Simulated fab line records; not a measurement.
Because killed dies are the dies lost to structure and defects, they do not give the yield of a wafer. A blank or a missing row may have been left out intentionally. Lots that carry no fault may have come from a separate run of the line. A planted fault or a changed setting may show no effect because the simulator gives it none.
Tool commonality check / flow sky130 / 14 lots, 42 wafers sampled

REASON IT WAS OPENED
2 of 14 lots carry a flag on the reading NWELL_TW at SKY_NWELL_TW_MEAS_15. Fault-free wafers read 1821, with a standard deviation of 15.
Rule: a lot is flagged when every wafer of it that has a number lies more than 4 standard deviations from that mean, or none has a number. The rest of the lots are taken to be sound.

lot=L708; measured=day 4 21:39; on=film_metro-01; NWELL_TW, wafer by wafer=1806 1822 1808; flag=
lot=L709; measured=day 5 02:19; on=film_metro-02; NWELL_TW, wafer by wafer=1805 1813 1810; flag=
lot=L711; measured=day 5 13:44; on=film_metro-02; NWELL_TW, wafer by wafer=1818 1809 1809; flag=
lot=L712; measured=day 6 00:57; on=film_metro-03; NWELL_TW, wafer by wafer=30 30 30; flag=FLAGGED
lot=L713; measured=day 6 04:19; on=film_metro-03; NWELL_TW, wafer by wafer=30 30 30; flag=FLAGGED
lot=L715; measured=day 6 12:00; on=film_metro-02; NWELL_TW, wafer by wafer=1815 1822 1812; flag=
lot=L719; measured=day 7 11:12; on=film_metro-01; NWELL_TW, wafer by wafer=1803 1813 1813; flag=
lot=L721; measured=day 7 23:26; on=film_metro-03; NWELL_TW, wafer by wafer=1836 1842 1843; flag=
lot=L722; measured=day 8 06:31; on=film_metro-02; NWELL_TW, wafer by wafer=1800 1798 1798; flag=
lot=L723; measured=day 8 11:05; on=film_metro-03; NWELL_TW, wafer by wafer=1839 1829 1845; flag=
lot=L724; measured=day 8 17:40; on=film_metro-03; NWELL_TW, wafer by wafer=1828 1847 1841; flag=
lot=L725; measured=day 8 22:12; on=film_metro-03; NWELL_TW, wafer by wafer=1829 1831 1843; flag=
lot=L727; measured=day 9 07:52; on=film_metro-03; NWELL_TW, wafer by wafer=1838 1845 1837; flag=
lot=L730; measured=day 10 03:03; on=film_metro-03; NWELL_TW, wafer by wafer=1837 1837 1838; flag=
Averaged over the flagged lots the numbers come to 30, -1791 from the usual (-99 or more standard deviations).

WHICH TOOL EACH LOT WENT THROUGH
Before the reading, the record contains 2 process steps out of a 708-step route. Each cell gives the tool, then ch followed by the chambers the sampled wafers passed through, then the start.
lot=L708; flag=; SKY_PWDE_STRIP_09=plasma_asher-01 ch 0,1, day 4 04:01; SKY_NWELL_STRIP_14=plasma_asher-01 ch 0,1, day 4 21:33
lot=L709; flag=; SKY_PWDE_STRIP_09=plasma_asher-01 ch 0,1, day 4 08:51; SKY_NWELL_STRIP_14=plasma_asher-01 ch 0,1, day 5 02:13
lot=L711; flag=; SKY_PWDE_STRIP_09=plasma_asher-02 ch 0,1, day 4 19:00; SKY_NWELL_STRIP_14=plasma_asher-03 ch 0,1, day 5 13:38
lot=L712; flag=FLAGGED; SKY_PWDE_STRIP_09=plasma_asher-04 ch 0,1, day 5 06:17; SKY_NWELL_STRIP_14=plasma_asher-02 ch 0,1, day 6 00:50
lot=L713; flag=FLAGGED; SKY_PWDE_STRIP_09=plasma_asher-02 ch 0,1, day 5 08:52; SKY_NWELL_STRIP_14=plasma_asher-03 ch 0,1, day 6 04:13
lot=L715; flag=; SKY_PWDE_STRIP_09=plasma_asher-04 ch 0, day 5 16:53; SKY_NWELL_STRIP_14=plasma_asher-01 ch 0,1, day 6 11:54
lot=L719; flag=; SKY_PWDE_STRIP_09=plasma_asher-04 ch 0,1, day 6 14:34; SKY_NWELL_STRIP_14=plasma_asher-01 ch 1, day 7 11:06
lot=L721; flag=; SKY_PWDE_STRIP_09=plasma_asher-02 ch 0,1, day 7 02:44; SKY_NWELL_STRIP_14=plasma_asher-02 ch 0,1, day 7 23:19
lot=L722; flag=; SKY_PWDE_STRIP_09=plasma_asher-04 ch 0,1, day 7 08:53; SKY_NWELL_STRIP_14=plasma_asher-03 ch 0,1, day 8 06:26
lot=L723; flag=; SKY_PWDE_STRIP_09=plasma_asher-02 ch 0,1, day 7 13:30; SKY_NWELL_STRIP_14=plasma_asher-01 ch 0, day 8 10:59
lot=L724; flag=; SKY_PWDE_STRIP_09=plasma_asher-02 ch 1, day 7 19:41; SKY_NWELL_STRIP_14=plasma_asher-03 ch 0,1, day 8 17:33
lot=L725; flag=; SKY_PWDE_STRIP_09=plasma_asher-02 ch 0,1, day 8 00:38; SKY_NWELL_STRIP_14=plasma_asher-02 ch 0,1, day 8 22:06
lot=L727; flag=; SKY_PWDE_STRIP_09=plasma_asher-02 ch 0,1, day 8 10:24; SKY_NWELL_STRIP_14=plasma_asher-03 ch 1, day 9 07:46
lot=L730; flag=; SKY_PWDE_STRIP_09=plasma_asher-02 ch 0,1, day 9 05:06; SKY_NWELL_STRIP_14=plasma_asher-02 ch 0,1, day 10 02:57
What these steps do:
- SKY_PWDE_STRIP_09: strips in O2/N2.
- SKY_NWELL_STRIP_14: strips in O2/N2.
- SKY_NWELL_TW_MEAS_15

FLAGGED OVER TOTAL, TOOL BY TOOL (the gauges that took the reading come last)
step=SKY_PWDE_STRIP_09; tool=plasma_asher-01; lots run=2; flagged=0; share of the flagged lots=none; sound lots run after its first flagged lot=-
step=SKY_PWDE_STRIP_09; tool=plasma_asher-02; lots run=8; flagged=1; share of the flagged lots=some; sound lots run after its first flagged lot=6 (L721,L723,L724,L725,L727,L730)
step=SKY_PWDE_STRIP_09; tool=plasma_asher-04; lots run=4; flagged=1; share of the flagged lots=some; sound lots run after its first flagged lot=3 (L715,L719,L722)
step=SKY_NWELL_STRIP_14; tool=plasma_asher-01; lots run=5; flagged=0; share of the flagged lots=none; sound lots run after its first flagged lot=-
step=SKY_NWELL_STRIP_14; tool=plasma_asher-02; lots run=4; flagged=1; share of the flagged lots=some; sound lots run after its first flagged lot=3 (L721,L725,L730)
step=SKY_NWELL_STRIP_14; tool=plasma_asher-03; lots run=5; flagged=1; share of the flagged lots=some; sound lots run after its first flagged lot=3 (L722,L724,L727)
step=SKY_NWELL_TW_MEAS_15; tool=film_metro-01; lots run=2; flagged=0; share of the flagged lots=none; sound lots run after its first flagged lot=-
step=SKY_NWELL_TW_MEAS_15; tool=film_metro-02; lots run=4; flagged=0; share of the flagged lots=none; sound lots run after its first flagged lot=-
step=SKY_NWELL_TW_MEAS_15; tool=film_metro-03; lots run=8; flagged=2; share of the flagged lots=all; sound lots run after its first flagged lot=6 (L721,L723,L724,L725,L727,L730)

WHAT IS ALLOWED BY THE TABLE
All flagged lots share 1 row of the table, namely film_metro-03 at SKY_NWELL_TW_MEAS_15.
- film_metro-03 at SKY_NWELL_TW_MEAS_15 ran 8 lots, 2 of them flagged. Sound lots ran on it after the first flagged one (L721, L723, L724, L725, L727, L730), which a lasting fault on the whole tool wouldn't allow.
Every row of the table either missed a flagged lot or ran a sound lot after the first.

WHAT THE SIMULATOR PUT IN
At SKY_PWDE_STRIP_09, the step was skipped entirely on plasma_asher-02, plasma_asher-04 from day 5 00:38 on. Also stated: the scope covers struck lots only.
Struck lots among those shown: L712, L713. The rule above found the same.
